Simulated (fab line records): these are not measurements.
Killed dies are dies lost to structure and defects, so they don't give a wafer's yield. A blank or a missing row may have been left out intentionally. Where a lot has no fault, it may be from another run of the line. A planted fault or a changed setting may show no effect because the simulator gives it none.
fab line records ; flow sky130
[record] lots = 6; wafers = 18; last-day = 50
route steps=708 shown SONOS_ONO@186 GATE_OXIDE@187 PAD_OPEN@708
lots that met no fault: from a run of the same line without faults
start-h: hours from the record's first day to the start of the lot's first wafer shown ; wait-h: hours since the lot's step before ; " as in the row above ; L1.1+2: several wafers, shown together as one row ; - no value present, or no start provided ; * or withheld: withheld ; < > ~ a bound
route shown NAME@n: a module of which the file shows steps, and the number in the route of the first ; usual: average and standard deviation across the fault-free wafers ; same: alike in all rows ; chamber/n: place in a boat ; sites: per-site readings ; _std_site: how widely they spread, as a standard deviation ; _edge_site: the outer-site mean with the inner-site mean subtracted ; radius-mm: how far each site lies from the wafer's centre ; mask NAME#n: copy n ; behind: the last tool/chamber to shape the wafer ; hold: what put the lot on hold/how long, in hours/how the hold closed ; device: the n, p or np transistor that did not switch ; end of line: the route-end tests of the same wafers ; for a step that has no rows: nothing shown but its recipe ; killed: dies lost to structure and defects at the first sort, not the wafer's yield ; map: a wafer's dies, marking killed ones x, the rest . and places with no die _
set.NAME: the setting that was run; set.NAME@STEP: the one run at that earlier step ; model.NAME: the simulator's own value behind a step, which no gauge read
lots at some steps of the route; a table a step, a row a wafer
services: from which hour (start-h, from the record's first day; less than 0 if before it) a tool's chamber was out of use, for how many hours, and why
[[steps]]
[step SKY_SONOS_ONO_WET_ETCH_18]
[recipe] chemistry = H3PO4; target-depth-nm = 15; target = Si3N4; temp-c = 160; time-s = 172
[step SKY_GATE_OXIDE_CLEAN_00]
[recipe] chemistry = SC1/SC2; mix = 1:4:20; temp-c = 70; time-s = 150; dry = n2-spin
[step SKY_GATE_OXIDE_OXIDATION_01]
[recipe] temp-c = 900; ambient = O2; stabilise-s = 600; purge-s = 300; target-thk-a = 102.68; ox-time-s = 1473
[step SKY_GATE_OXIDE_THK_MEAS_02]
[recipe] reads = SiO2_of_GATE_OXIDE_OXIDATION_01
[usual] GATE_OXIDE_OXIDATION_00_THK = 10.27/0.23
lot.wafer;tool;chamber;start-h;wait-h;GATE_OXIDE_OXIDATION_00_THK[nm]
L241.2;film-metro-02;-;357.53;0.0;10.62
L241.4;film-metro-02;-;357.53;0.0;10.66
L241.6;film-metro-02;-;357.53;0.0;10.70
L243.2;film-metro-02;-;383.48;0.0;10.68
L243.3;film-metro-02;-;383.48;0.0;10.40
L243.6;film-metro-02;-;383.48;0.0;10.45
L250.1;film-metro-02;-;439.85;0.0;10.17
L250.2;film-metro-02;-;439.85;0.0;10.40
L250.3;film-metro-02;-;439.85;0.0;10.38
L251.1;film-metro-01;-;441.26;0.0;10.39
L251.5;film-metro-01;-;441.26;0.0;10.45
L251.6;film-metro-01;-;441.26;0.0;10.38
L252.1;film-metro-01;-;449.73;0.0;10.32
L252.2;film-metro-01;-;449.73;0.0;10.39
L252.6;film-metro-01;-;449.73;0.0;10.40
L255.3;film-metro-01;-;474.20;0.0;10.36
L255.4;film-metro-01;-;474.20;0.0;10.40
L255.5;film-metro-01;-;474.20;0.0;10.42
[step SKY_GATE_OXIDE_DEHYDRATE_03]
[recipe] temp-c = 200; time-s = 60
[step SKY_GATE_OXIDE_HMDS_04]
[recipe] prime-time-s = 60; prime-temp-c = 120
[step SKY_GATE_OXIDE_COAT_05]
[recipe] resist = NOVOLAK; spin-rpm = 3000; resist-thk-nm = 1140
[step SKY_GATE_OXIDE_SOFTBAKE_06]
[recipe] temp-c = 90; time-s = 60; resist = NOVOLAK
[step SKY_GATE_OXIDE_EXPOSE_07]
[recipe] mask-id = LVOM; na = 0.6; source-shape = conventional; sigma-outer = 0.6; polarization = unpolarized; target-cd-nm = 600; dose-mj = 170
[step SKY_GATE_OXIDE_PEB_08]
[recipe] temp-c = withheld; time-s = *; resist = NOVOLAK
[step SKY_GATE_OXIDE_DEVELOP_09]
[recipe] resist = NOVOLAK; developer = TMAH; develop-time-s = 60; dev-temp-c = 23
[step SKY_GATE_OXIDE_OVL_MEAS_10]
[usual] GATE_OXIDE_OVL = 0.2/1.3
lot.wafer;tool;chamber;start-h;wait-h;GATE_OXIDE_OVL[nm]
L241.2;overlay-02;-;385.86;0.1;-0.1
L241.4;overlay-02;-;385.86;0.1;-0.9
L241.6;overlay-02;-;385.86;0.1;-0.8
L243.2;overlay-01;-;412.36;0.1;0.2
L243.3;overlay-01;-;412.36;0.1;0.9
L243.6;overlay-01;-;412.36;0.1;0.6
L250.1;overlay-02;-;471.48;0.1;-1.1
L250.2;overlay-02;-;471.48;0.1;1.4
L250.3;overlay-02;-;471.48;0.1;0.3
L251.1;overlay-01;-;473.03;0.1;1.1
L251.5;overlay-01;-;473.03;0.1;-0.2
L251.6;overlay-01;-;473.03;0.1;-0.1
L252.1;overlay-01;-;481.48;0.1;1.0
L252.2;overlay-01;-;481.48;0.1;-0.6
L252.6;overlay-01;-;481.48;0.1;-0.1
L255.3;overlay-01;-;505.57;0.1;-0.6
L255.4;overlay-01;-;505.57;0.1;-0.3
L255.5;overlay-01;-;505.57;0.1;-2.3
[step SKY_GATE_OXIDE_IMPLANT_11]
[recipe] species = B; energy-kev = 10; dose-cm2 = 2.6e+12; tilt-deg = withheld
[usual] beam-energy-keV = 10.000/0.0032
lot.wafer;tool;chamber;start-h;wait-h;beam-energy-keV;model.implant.rp-nm;model.implant.drp-nm
L241.2;implanter-02;0;385.92;0.0;8.471;29.69;15.24
L241.4;implanter-02;0;385.92;0.0;8.470;29.69;15.24
L241.6;implanter-02;0;385.92;0.0;8.472;29.69;15.24
L243.2;implanter-02;0;412.41;0.0;8.475;28.94;15.24
L243.3;implanter-02;0;412.41;0.0;8.475;28.94;15.24
L243.6;implanter-02;0;412.41;0.0;8.475;28.94;15.24
L250.1;implanter-01;0;471.52;0.0;9.998;33.33;17.11
L250.2;implanter-01;0;471.52;0.0;10.003;33.33;17.11
L250.3;implanter-01;0;471.52;0.0;10.000;33.33;17.11
L251.1;implanter-02;0;473.07;0.0;9.998;32.05;17.11
L251.5;implanter-02;0;473.07;0.0;9.998;32.05;17.11
L251.6;implanter-02;0;473.07;0.0;9.998;32.05;17.11
L252.1;implanter-02;0;481.52;0.0;10.002;33.51;17.11
L252.2;implanter-02;0;481.52;0.0;10.004;33.51;17.11
L252.6;implanter-02;0;481.52;0.0;10.002;33.51;17.11
L255.3;implanter-02;0;505.64;0.1;10.003;32.75;17.11
L255.4;implanter-02;0;505.64;0.1;10.004;32.75;17.11
L255.5;implanter-02;0;505.64;0.1;10.001;32.75;17.11
[step SKY_GATE_OXIDE_WET_ETCH_12]
[recipe] chemistry = dHF; target-depth-nm = 16.8; dry = n2-spin; target = SiO2; dilution = 100:1; temp-c = 25; time-s = 336
[step SKY_GATE_OXIDE_STRIP_13]
[recipe] chemistry = O2/N2; power-w = 1400; pressure-mtorr = 1500; platen-temp-c = withheld; o2-flow-sccm = 3000; n2-flow-sccm = 300; overash-fraction = 0.5
[usual] drypump-motor-current-A = 5.6/0.49; oes-product-au = 0.715/0.0047; strip-time-to-endpoint-s = 14.18/0.036
lot.wafer;tool;chamber;start-h;wait-h;drypump-motor-current-A;oes-product-au;rf-hours-counter-h;strip-time-to-endpoint-s
L241.2;plasma-asher-03;1;386.25;0.0;5.8;0.718;65;14.13
L241.4;plasma-asher-03;0;386.25;0.0;5.6;0.703;-;14.14
L241.6;plasma-asher-03;1;386.25;0.0;5.8;0.718;-;14.19
L243.2;plasma-asher-01;1;412.64;0.0;6.1;0.715;74;14.10
L243.3;plasma-asher-01;1;412.64;0.0;6.1;0.711;-;14.06
L243.6;plasma-asher-01;1;412.64;0.0;6.1;0.716;-;14.17
L250.1;plasma-asher-01;1;471.77;0.0;6.1;0.715;4;14.15
L250.2;plasma-asher-01;0;471.77;0.0;5.0;0.722;4;14.14
L250.3;plasma-asher-01;0;471.77;0.0;5.0;0.713;-;14.16
L251.1;plasma-asher-04;0;473.32;0.0;5.0;0.714;66;14.15
L251.5;plasma-asher-04;0;473.32;0.0;5.0;0.711;-;14.17
L251.6;plasma-asher-04;1;473.32;0.0;6.3;0.719;-;14.19
L252.1;plasma-asher-01;1;481.77;0.0;6.1;0.716;5;14.23
L252.2;plasma-asher-01;0;481.77;0.0;5.0;0.713;5;14.23
L252.6;plasma-asher-01;1;481.77;0.0;6.1;0.714;-;14.25
L255.3;plasma-asher-03;1;505.89;0.0;5.8;0.715;-;14.20
L255.4;plasma-asher-03;0;505.89;0.0;5.6;0.715;-;14.22
L255.5;plasma-asher-03;1;505.89;0.0;5.8;0.714;-;14.16
[step SKY_GATE_OXIDE_TW_MEAS_14]
[usual] GATE_OXIDE_TW = 225.5/1.2
lot.wafer;tool;chamber;start-h;wait-h;GATE_OXIDE_TW
L241.2;film-metro-02;-;386.36;0.1;217.6
L241.4;film-metro-02;-;386.36;0.1;216.2
L241.6;film-metro-02;-;386.36;0.1;218.0
L243.2;film-metro-04;-;412.75;0.1;217.4
L243.3;film-metro-04;-;412.75;0.1;218.2
L243.6;film-metro-04;-;412.75;0.1;217.4
L250.1;film-metro-02;-;471.87;0.1;225.9
L250.2;film-metro-02;-;471.87;0.1;225.9
L250.3;film-metro-02;-;471.87;0.1;226.1
L251.1;film-metro-02;-;473.42;0.1;224.6
L251.5;film-metro-02;-;473.42;0.1;225.7
L251.6;film-metro-02;-;473.42;0.1;226.0
L252.1;film-metro-01;-;481.87;0.1;227.0
L252.2;film-metro-01;-;481.87;0.1;224.5
L252.6;film-metro-01;-;481.87;0.1;224.6
L255.3;film-metro-01;-;505.97;0.1;226.3
L255.4;film-metro-01;-;505.97;0.1;226.2
L255.5;film-metro-01;-;505.97;0.1;226.0
[step SKY_GATE_OXIDE_CLEAN_15]
[recipe] chemistry = SC1/SC2; mix = 1:4:20; temp-c = 70; time-s = 150; dry = n2-spin
[step SKY_PAD_OPEN_PROBE_99]
[usual] killed_at_M0_to_M3 = 43/7.1; killed_at_M4_up = 3.2/1.9; killed-at-contacts = 23/5.1; killed-at-front-end = 15/4.5; killed-at-other = 0.4/0.65; killed-dies = 85/9.4; killed-open = 47/6.8; killed-short = 38/6.1
[same] gross-dies = 492; killed-at-back-side = 0
lot.wafer;tool;chamber;start-h;wait-h;killed_at_M0_to_M3;killed_at_M4_up;killed-at-contacts;killed-at-front-end;killed-at-other;killed-dies;killed-open;killed-short;model.etest.pfet_01v8_lvt.drive-ua-um;model.etest.pfet_01v8_lvt.off-log10-a-um;model.etest.pfet_01v8_lvt.vt-sat-v;model.etest.pfet_01v8_lvt.vt-v;model.etest.pfet_01v8_lvt.vt-long-v;model.etest.nfet_01v8_lvt.vt-long-v;model.etest.pfet_01v8_lvt.body-rise-v;model.etest.pfet_01v8.body-rise-v
L241.2;prober-01;-;1146.39;0.1;42;2;25;15;0;84;43;41;166.1;-9.653;-0.4846;-0.5628;-0.6755;0.4568;-0.2006;-0.1931
L241.4;prober-01;-;1146.49;0.2;49;1;24;20;0;94;54;40;167.8;-9.652;-0.4859;-0.5656;-0.6809;0.4534;-0.198;-0.1938
L241.6;prober-01;-;1146.59;0.2;52;2;21;13;0;88;55;33;166.6;-9.633;-0.4892;-0.5694;-0.6796;0.4545;-0.1991;-0.1943
L243.2;prober-01;-;1156.83;0.1;43;3;23;12;0;81;47;32;172.9;-9.597;-0.4811;-0.5622;-0.6822;0.4457;-0.1944;-0.1891
L243.3;prober-01;-;1156.88;0.2;55;4;20;19;1;99;56;43;170.1;-9.728;-0.4811;-0.5644;-0.6799;0.4485;-0.197;-0.1916
L243.6;prober-01;-;1157.03;0.2;51;5;22;15;0;93;52;41;169.4;-9.633;-0.4747;-0.5592;-0.6753;0.4552;-0.1993;-0.1964
L250.1;prober-02;-;1188.42;0.1;38;5;13;16;0;72;37;35;174.3;-8.749;-0.4324;-0.5227;-0.6451;0.4313;-0.2046;-0.1837
L250.2;prober-02;-;1188.47;0.1;41;3;23;26;0;93;47;46;173.3;-8.751;-0.4373;-0.528;-0.6462;0.4403;-0.2045;-0.1852
L250.3;prober-02;-;1188.52;0.2;55;6;24;12;1;98;64;34;176.1;-8.531;-0.4323;-0.5268;-0.6493;0.4312;-0.2038;-0.1818
L251.1;prober-01;-;1189.73;0.1;39;6;13;21;1;80;38;42;171.7;-9.284;-0.4676;-0.55;-0.6701;0.4434;-0.2031;-0.1896
L251.5;prober-01;-;1189.93;0.2;44;1;26;10;1;82;41;41;172.8;-9.283;-0.4688;-0.5548;-0.6711;0.4397;-0.2005;-0.185
L251.6;prober-01;-;1189.98;0.2;32;2;33;20;1;88;48;39;168.9;-9.426;-0.4758;-0.5595;-0.6739;0.442;-0.2028;-0.1898
L252.1;prober-02;-;1193.46;0.1;40;5;19;10;0;74;37;37;173.2;-9.01;-0.4558;-0.5415;-0.6581;0.433;-0.2035;-0.1849
L252.2;prober-02;-;1193.51;0.1;36;2;15;10;1;64;38;26;173;-9.069;-0.4571;-0.5425;-0.6595;0.4314;-0.2023;-0.1839
L252.6;prober-02;-;1193.71;0.2;35;2;23;13;0;73;40;33;174.3;-8.957;-0.4466;-0.5368;-0.6537;0.4283;-0.2042;-0.1842
L255.3;prober-02;-;1206.13;0.2;35;4;31;13;1;84;39;44;170.8;-9.479;-0.4759;-0.5606;-0.6755;0.4371;-0.1996;-0.1857
L255.4;prober-02;-;1206.18;0.2;47;4;24;13;0;88;45;43;168.9;-9.146;-0.4713;-0.554;-0.6714;0.4439;-0.2;-0.1888
L255.5;prober-02;-;1206.23;0.2;34;1;18;24;0;77;41;36;168.8;-9.3;-0.4776;-0.5633;-0.6752;0.4318;-0.1982;-0.1864
// killed by level:class
L241.2 CONTACT:geometric-particle:open=8 METAL2:geometric-particle:short=8 VIA1:geometric-particle:open=8 VIA3:geometric-particle:open=8 VIA1:geometric-particle:short=7 LI_CONTACT:geometric-particle:open=6 CONTACT:geometric-particle:short=5 VIA2:geometric-particle:open=4
L241.4 VIA1:geometric-particle:open=15 LI_CONTACT:geometric-particle:open=10 VIA2:geometric-particle:open=8 FIELD_ISO:geometric-particle:short=6 CONTACT:geometric-particle:open=6 METAL1:geometric-particle:short=6 CONTACT:geometric-particle:short=5 VIA2:geometric-particle:short=5
L241.6 VIA1:geometric-particle:open=11 VIA2:geometric-particle:open=10 LI_CONTACT:geometric-particle:open=9 VIA3:geometric-particle:open=7 METAL2:geometric-particle:short=6 FIELD_ISO:geometric-particle:open=4 CONTACT:geometric-particle:open=4 VIA3:geometric-particle:short=4
L243.2 CONTACT:geometric-particle:open=11 VIA1:geometric-particle:open=9 VIA2:geometric-particle:open=6 VIA3:geometric-particle:open=6 METAL1:geometric-particle:short=5 VIA2:geometric-particle:short=4 METAL3:geometric-particle:short=4 POLY_GATE:geometric-particle:short=3
L243.3 VIA1:geometric-particle:open=17 CONTACT:geometric-particle:open=9 VIA3:geometric-particle:short=7 METAL1:geometric-particle:short=6 METAL2:geometric-particle:short=5 VIA2:geometric-particle:open=5 FIELD_ISO:geometric-particle:open=4 CONTACT:geometric-particle:short=4
L243.6 VIA1:geometric-particle:open=13 LI_CONTACT:geometric-particle:open=9 VIA3:geometric-particle:open=7 METAL1:geometric-particle:short=7 CONTACT:geometric-particle:open=6 METAL2:geometric-particle:short=6 VIA1:geometric-particle:short=5 VIA2:geometric-particle:short=5
L250.1 METAL1:geometric-particle:short=8 VIA2:geometric-particle:open=8 VIA1:geometric-particle:open=7 CONTACT:geometric-particle:short=6 FIELD_ISO:geometric-particle:open=5 METAL4:geometric-particle:short=5 CONTACT:geometric-particle:open=5 METAL2:geometric-particle:short=5
L250.2 FIELD_ISO:geometric-particle:short=10 METAL1:geometric-particle:short=8 VIA2:geometric-particle:open=8 CONTACT:geometric-particle:open=8 FIELD_ISO:geometric-particle:open=7 VIA1:geometric-particle:open=7 VIA1:geometric-particle:short=7 CONTACT:geometric-particle:short=6
L250.3 VIA1:geometric-particle:open=14 VIA3:geometric-particle:open=12 LI_CONTACT:geometric-particle:open=9 CONTACT:geometric-particle:open=9 VIA2:geometric-particle:open=9 METAL2:geometric-particle:short=6 POLY_GATE:geometric-particle:short=5 METAL3:geometric-particle:short=4
L251.1 METAL2:geometric-particle:short=7 VIA1:geometric-particle:open=6 VIA2:geometric-particle:open=6 POLY_GATE:geometric-particle:short=5 METAL4:geometric-particle:short=5 FIELD_ISO:geometric-particle:short=4 LI_CONTACT:geometric-particle:short=4 VIA3:geometric-particle:open=4
L251.5 VIA2:geometric-particle:open=12 LI_CONTACT:geometric-particle:open=11 VIA1:geometric-particle:open=9 CONTACT:geometric-particle:short=6 METAL2:geometric-particle:short=6 VIA3:geometric-particle:short=5 POLY_GATE:geometric-particle:short=4 LOCAL_INTERCONNECT:geometric-particle:short=4
L251.6 CONTACT:geometric-particle:open=13 LI_CONTACT:geometric-particle:open=7 CONTACT:geometric-particle:short=7 FIELD_ISO:geometric-particle:short=6 VIA3:geometric-particle:open=6 FIELD_ISO:geometric-particle:open=5 VIA1:geometric-particle:open=5 LOCAL_INTERCONNECT:geometric-particle:short=4
L252.1 VIA1:geometric-particle:open=12 CONTACT:geometric-particle:short=7 CONTACT:geometric-particle:open=6 VIA3:geometric-particle:open=6 METAL1:geometric-particle:short=5 VIA1:geometric-particle:short=5 METAL2:geometric-particle:short=4 METAL4:geometric-particle:short=4
L252.2 VIA1:geometric-particle:open=7 VIA2:geometric-particle:open=5 CONTACT:geometric-particle:open=5 POLY_GATE:geometric-particle:open=4 LI_CONTACT:geometric-particle:open=4 VIA3:geometric-particle:open=4 VIA1:geometric-particle:short=4 VIA3:geometric-particle:short=4
L252.6 CONTACT:geometric-particle:open=12 VIA1:geometric-particle:open=6 VIA2:geometric-particle:open=6 FIELD_ISO:geometric-particle:short=5 CONTACT:geometric-particle:short=4 METAL2:geometric-particle:short=4 VIA3:geometric-particle:open=4 LI_CONTACT:geometric-particle:short=3
L255.3 CONTACT:geometric-particle:open=14 FIELD_ISO:geometric-particle:short=7 METAL1:geometric-particle:short=6 VIA1:geometric-particle:open=6 CONTACT:geometric-particle:short=5 VIA1:geometric-particle:short=5 FIELD_ISO:geometric-particle:open=4 LI_CONTACT:geometric-particle:short=4
L255.4 VIA1:geometric-particle:open=10 LI_CONTACT:geometric-particle:open=9 VIA3:geometric-particle:open=7 CONTACT:geometric-particle:open=6 METAL1:geometric-particle:short=6 VIA1:geometric-particle:short=6 METAL2:geometric-particle:short=6 CONTACT:geometric-particle:short=5
L255.5 FIELD_ISO:geometric-particle:short=10 VIA3:geometric-particle:open=7 FIELD_ISO:geometric-particle:open=6 LI_CONTACT:geometric-particle:open=6 CONTACT:geometric-particle:short=5 VIA1:geometric-particle:open=5 POLY_GATE:geometric-particle:open=4 CONTACT:geometric-particle:open=4
[[services]]
tool;chamber;start-h;hours;kind
plasma-asher-03;-;418.02;2.5;repair
plasma-asher-01;-;421.30;9.0;pm
plasma-asher-01;0;421.30;9.0;vent-cycle
plasma-asher-01;1;421.30;9.0;vent-cycle
plasma-asher-01;0;430.30;-;clean
plasma-asher-01;1;430.30;-;clean
implanter-01;-;430.40;0.9;repair
implanter-01;-;439.31;2.6;repair
plasma-asher-04;-;491.31;12.9;repair
implanter-02;-;497.56;2.0;repair
plasma-asher-01;-;502.49;1.0;repair
[[key]]
[first-sign] step = SKY_GATE_OXIDE_IMPLANT_11; reading = beam-energy-keV; direction = down; sigmas = 99+; usual = *; struck = *
[effect] step = SKY_GATE_OXIDE_TW_MEAS_14; reading = GATE_OXIDE_TW; direction = down; sigmas = 6.6; usual = 225.5; struck = 217.5
[model-effect] step = SKY_GATE_OXIDE_IMPLANT_11; value = implant.rp-nm; without = 33.56; struck = 29.31
[model-effect] step = SKY_PAD_OPEN_PROBE_99; value = etest.pfet_01v8_lvt.drive-ua-um; without = 173.4; struck = 168.8
met-at SKY_GATE_OXIDE_IMPLANT_11
struck-wafers L241.2,L241.4,L241.6,L243.2,L243.3,L243.6
tester-left-out L241,L243
[fault] kind = process-parameter-drift; tool = implanter-02; chamber = -; onset-h = 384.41; steps = SKY_GATE_OXIDE_IMPLANT_11; channel = energy-kev; offset = *; shape = step; end-h = 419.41; acts-in = *; stated = *
// tester-left-out: of these lots the tester's yield and bins aren't shown, on N5 and GAA mostly nor the transistor test; their killed dies are dies lost to structure and defects alone, not to doping, threshold or leakage, so they don't give the yield
